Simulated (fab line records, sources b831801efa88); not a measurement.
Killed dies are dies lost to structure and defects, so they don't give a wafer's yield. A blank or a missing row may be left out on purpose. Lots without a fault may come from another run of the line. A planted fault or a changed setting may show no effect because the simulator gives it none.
Which tool did it? | flow sfq_line | 13 lots, 39 wafers sampled, at 4 steps of a route of 325

WHAT THE GAUGES READ, wafer by wafer
The record holds no reading of a measuring or inspecting step that can be judged against a usual standard deviation.

WHICH TOOL RAN EACH LOT (tool, then ch and the chambers of the sampled wafers, then the start)
lot  | SFQ_TRILAYER_JJ_CE_STRIP_STRIP_120 | SFQ_TRILAYER_A5B_CMP_CMP_130  | SFQ_TRILAYER_I7_DEP_PECVD_183   | SFQ_TRILAYER_I7_METRO_MEASURE_185
L357 | rie_metal-04 ch 0,1, day 55 04:14  | cmp-02 ch 0,3, day 59 19:20   | pecvd-04 ch 0,1, day 71 19:52   | film_metro-02, day 72 05:16
L358 | rie_metal-02 ch 0,1, day 59 09:24  | cmp-01 ch 1,2, day 59 20:32   | pecvd-04 ch 0,2, day 73 00:40   | film_metro-04, day 73 03:52
L359 | rie_metal-02 ch 0,1, day 59 15:28  | cmp-01 ch 0,1,2, day 60 00:44 | pecvd-03 ch 1,2, day 73 01:52   | film_metro-02, day 73 05:04
L360 | rie_metal-03 ch 0,1, day 60 03:36  | cmp-01 ch 1,2,3, day 61 03:08 | pecvd-01 ch 0,2, day 73 03:04   | film_metro-03, day 73 07:16
L361 | rie_metal-02 ch 0,1, day 60 05:48  | cmp-01 ch 0,2,3, day 61 06:14 | pecvd-04 ch 0,1,2, day 73 04:16 | film_metro-04, day 73 08:04
L362 | rie_metal-02 ch 0,1, day 64 03:32  | cmp-01 ch 0,2,3, day 64 10:42 | pecvd-04 ch 0,2, day 76 00:08   | film_metro-04, day 76 03:50
L363 | rie_metal-04 ch 0,1, day 64 13:20  | cmp-02 ch 0,2, day 64 21:02   | pecvd-01 ch 1,2, day 76 02:33   | film_metro-03, day 76 11:10
L365 | rie_metal-02 ch 0,1, day 65 19:47  | cmp-01 ch 2,3, day 66 05:25   | pecvd-04 ch 0,1,2, day 76 03:44 | film_metro-02, day 76 14:22
L367 | rie_metal-04 ch 0,1, day 66 11:13  | cmp-02 ch 2,3, day 66 15:13   | pecvd-01 ch 1,2, day 81 14:38   | film_metro-02, day 81 18:13
L368 | rie_metal-03 ch 0,1, day 66 15:49  | cmp-02 ch 0,3, day 70 04:33   | pecvd-04 ch 0,1, day 82 03:03   | film_metro-03, day 82 06:29
L369 | rie_metal-03 ch 0,1, day 66 17:04  | cmp-02 ch 1,2,3, day 70 08:39 | pecvd-03 ch 0,1, day 82 07:46   | film_metro-04, day 82 11:00
L370 | rie_metal-04 ch 0,1, day 67 04:20  | cmp-02 ch 0,1,3, day 71 08:09 | pecvd-04 ch 1,2, day 82 10:10   | film_metro-03, day 82 14:00
L379 | rie_metal-04 ch 0,1, day 71 10:08  | cmp-01 ch 1,2,3, day 75 13:12 | pecvd-01 ch 0,1,2, day 90 06:19 | film_metro-04, day 90 09:31
- SFQ_TRILAYER_JJ_CE_STRIP_STRIP_120: strips in O2.
- SFQ_TRILAYER_A5B_CMP_CMP_130: polishes, stops on Nb, target thk 340.7 nm.
- SFQ_TRILAYER_I7_DEP_PECVD_183: deposits SiO2 from SiH4/N2O, time 111.11 s, target thk 500 nm.
- SFQ_TRILAYER_I7_METRO_MEASURE_185

WHAT THE TOOLS THEMSELVES READ (means of the sampled wafers that have a number; where no wafer has one, the mark that the record gives instead)
SFQ_TRILAYER_JJ_CE_STRIP_STRIP_120. Usual: drypump_motor_current_A 5.7 A, standard deviation 0.43; oes_product_au 1.001 a.u., standard deviation 0.0087.
lot  | tool         | drypump_motor_current_A (A) | oes_product_au (a.u.) | flag
L357 | rie_metal-04 | 5.9                         | 1.014                 |
L358 | rie_metal-02 | 5.1                         | 0.990                 |
L359 | rie_metal-02 | 5.2                         | 0.993                 |
L360 | rie_metal-03 | 6.3                         | 1.003                 |
L361 | rie_metal-02 | 5.3                         | 0.999                 |
L362 | rie_metal-02 | 5.3                         | 0.996                 |
L363 | rie_metal-04 | 5.9                         | 1.009                 |
L365 | rie_metal-02 | 5.2                         | 0.990                 |
L367 | rie_metal-04 | 5.9                         | 1.003                 |
L368 | rie_metal-03 | 6.1                         | 0.999                 |
L369 | rie_metal-03 | 6.1                         | 1.001                 |
L370 | rie_metal-04 | 5.9                         | 1.008                 |
L379 | rie_metal-04 | 5.9                         | 1.007                 |

SFQ_TRILAYER_A5B_CMP_CMP_130. Usual: head_pressure_psi 3.000 psi, standard deviation 0.007; motor_current_A 9.8 A, standard deviation 0.93.
lot  | tool   | head_pressure_psi (psi) | motor_current_A (A) | flag
L357 | cmp-02 | 2.995                   | 9.8                 |
L358 | cmp-01 | 3.002                   | 10.1                |
L359 | cmp-01 | 2.991                   | 9.3                 |
L360 | cmp-01 | 3.000                   | 10.6                |
L361 | cmp-01 | 2.987                   | 9.9                 |
L362 | cmp-01 | 2.993                   | 9.5                 |
L363 | cmp-02 | 2.999                   | 10.3                |
L365 | cmp-01 | 3.006                   | 10.3                |
L367 | cmp-02 | 3.004                   | 9.9                 |
L368 | cmp-02 | 3.001                   | 9.8                 |
L369 | cmp-02 | 3.009                   | 9.5                 |
L370 | cmp-02 | 3.039                   | 9.6                 | OFF
L379 | cmp-01 | 3.005                   | 10.2                |

SFQ_TRILAYER_I7_DEP_PECVD_183. Usual: heater_power_outer_w 29 W, standard deviation 6.3; heater_power_w 79 W, standard deviation 8.3; throttle_valve_pct 24.1 %, standard deviation 1.5.
lot  | tool     | heater_power_outer_w (W) | heater_power_w (W) | throttle_valve_pct (%) | flag
L357 | pecvd-04 | 30                       | 78                 | 25.7                   |
L358 | pecvd-04 | 30                       | 75                 | 24.0                   |
L359 | pecvd-03 | 36                       | 88                 | 23.1                   |
L360 | pecvd-01 | 33                       | 83                 | 23.7                   |
L361 | pecvd-04 | 31                       | 78                 | 25.0                   |
L362 | pecvd-04 | 33                       | 78                 | 23.8                   |
L363 | pecvd-01 | 24                       | 69                 | 24.1                   |
L365 | pecvd-04 | 27                       | 75                 | 25.0                   |
L367 | pecvd-01 | 29                       | 76                 | 24.4                   |
L368 | pecvd-04 | 30                       | 77                 | 24.7                   |
L369 | pecvd-03 | 33                       | 83                 | 22.2                   |
L370 | pecvd-04 | 27                       | 76                 | 26.1                   |
L379 | pecvd-01 | 29                       | 81                 | 25.2                   |

SFQ_TRILAYER_I7_METRO_MEASURE_185. Usual: thk_nm 199.9 nm, standard deviation 1.2.
lot  | tool          | thk_nm (nm) | flag
L357 | film_metro-02 | 199.8       |
L358 | film_metro-04 | 199.3       |
L359 | film_metro-02 | 200.2       |
L360 | film_metro-03 | 199.3       |
L361 | film_metro-04 | 200.2       |
L362 | film_metro-04 | 199.7       |
L363 | film_metro-03 | 199.5       |
L365 | film_metro-02 | 199.7       |
L367 | film_metro-02 | 198.6       |
L368 | film_metro-03 | 199.2       |
L369 | film_metro-04 | 200.2       |
L370 | film_metro-03 | 199.5       |
L379 | film_metro-04 | 198.6       |

THE ANSWER, worked out from the rows above alone
Rule: a lot is off if the mean of its wafers that have a number lies more than 3 standard deviations from the usual mean. A lot without any number at a reading at which 4 lots or more have one is off too. The other lots that the step has rows for count as sound. The gauges are gone through in route order, then the tools' own readings, and for those a lot's mean is taken as printed above. The first step at which some lot is off is used, and at that step the reading that is off furthest; a lot without a number counts as furthest.
Off: L370, at SFQ_TRILAYER_A5B_CMP_CMP_130 (head_pressure_psi).
A tool fits if, at that step or a process step before it, it ran every lot that is off, and no sound lot after the first of them. One fits: cmp-02 at SFQ_TRILAYER_A5B_CMP_CMP_130. Its last sound lot is L369 (day 70 08:39), its first lot that is off L370 (day 71 08:09): a fault that began between those two fits.
The tool's own readings at SFQ_TRILAYER_A5B_CMP_CMP_130 bear it out: on the lots that are off they differ by more than 5 times the standard deviation of the sound lots' means. head_pressure_psi reads 3.039 psi there against 2.999 psi on the sound lots.

WHAT THE SIMULATOR HAD PUT IN
Process parameter drift: cmp-02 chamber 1, from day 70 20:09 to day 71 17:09, at SFQ_TRILAYER_A5B_CMP_CMP_130. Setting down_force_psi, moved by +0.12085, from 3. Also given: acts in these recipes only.
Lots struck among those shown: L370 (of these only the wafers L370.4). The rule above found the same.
